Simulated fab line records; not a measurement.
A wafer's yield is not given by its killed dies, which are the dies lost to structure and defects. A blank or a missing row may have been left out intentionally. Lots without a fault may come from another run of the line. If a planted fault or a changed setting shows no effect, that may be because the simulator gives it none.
2 desks, one fault :: flow gf180mcu :: what lay behind the numbers comes last; until then each desk has only its own

METROLOGY DESK
Lot by lot, what the gauges showed, no matter which tool ran the lot: averages of those sampled wafers that carry a number. Marked OUT: a lot whose mean sits more than 4 standard deviations from the usual mean, which makes it out of limits; the brackets give that distance.
Columns: A = SALICIDE_TIN_THK at GF_SALICIDE_THK_MEAS_05, usual 19.35 nm
lot: L927
first seen here: day 14 11:46
A: 19.22

lot: L928
first seen here: day 14 18:34
A: 19.48

lot: L930
first seen here: day 15 19:45
A: 19.12

lot: L931
first seen here: day 16 08:01
A: 19.65

lot: L932
first seen here: day 16 14:08
A: 19.25

lot: L934
first seen here: day 17 14:01
A: 19.26

lot: L935
first seen here: day 17 17:50
A: 19.30

lot: L936
first seen here: day 17 18:34
A: 19.49

lot: L938
first seen here: day 18 06:32
A: 19.49

lot: L940
first seen here: day 19 14:50
A: 19.53

lot: L942
first seen here: day 20 00:40
A: 19.67

lot: L943
first seen here: day 20 07:04
A: 19.47

lot: L944
first seen here: day 20 20:19
A: 19.16

lot: L945
first seen here: day 21 00:25
A: 19.19
This desk's verdict: no lot among the 14 shows anything out of limits.

TOOL OWNER'S DESK, litho track-02
The tool's own readings at GF_NSD_COAT_02 (resist thk 985.6 nm): means of the sampled wafers that have a number, for each lot that ran on this tool. Marked OUT: a lot whose mean sits more than 4 standard deviations from the usual mean, which makes it out of limits; the brackets give that distance.
Columns: A = spin speed rpm at GF_NSD_COAT_02, usual 2999.9 rpm
lot: L928
first seen here: day 13 02:40
A: 3002.5

lot: L930
first seen here: day 13 16:26
A: 2999.6

lot: L931
first seen here: day 14 00:26
A: 3001.4

lot: L932
first seen here: day 14 06:56
A: 3002.9

lot: L934
first seen here: day 15 03:47
A: 3000.3

lot: L936
first seen here: day 15 09:04
A: 3000.6

lot: L940
first seen here: day 17 02:01
A: 2997.8

lot: L942
first seen here: day 17 13:28
A: 2997.7

lot: L943
first seen here: day 17 19:02
A: 3033.8 (+14) OUT

lot: L944
first seen here: day 18 07:53
A: 3035.3 (+15) OUT
This desk finds L943, L944 out of limits, L943 being first, at day 17 19:02 (spin speed rpm at GF_NSD_COAT_02). In limits: L928, L930, L931, L932, L934, L936, L940, L942.

BROUGHT TOGETHER
An alarm could have come from the tool owner's desk at day 17 19:02, on L943, L944.
Nothing out of limits was seen by the metrology desk.
The metrology desk holds a record of L943, L944, inside its limits.
On litho track-02, each named lot ran GF_NSD_COAT_02.

WHAT THE SIMULATOR HAD PUT IN
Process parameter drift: litho track-02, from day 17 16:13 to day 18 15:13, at GF_NSD_COAT_02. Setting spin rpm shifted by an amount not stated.
Lots struck among those shown: L943, L944.
Each desk's first reading out of limits, in hours after the fault started: the tool owner's desk, 3.
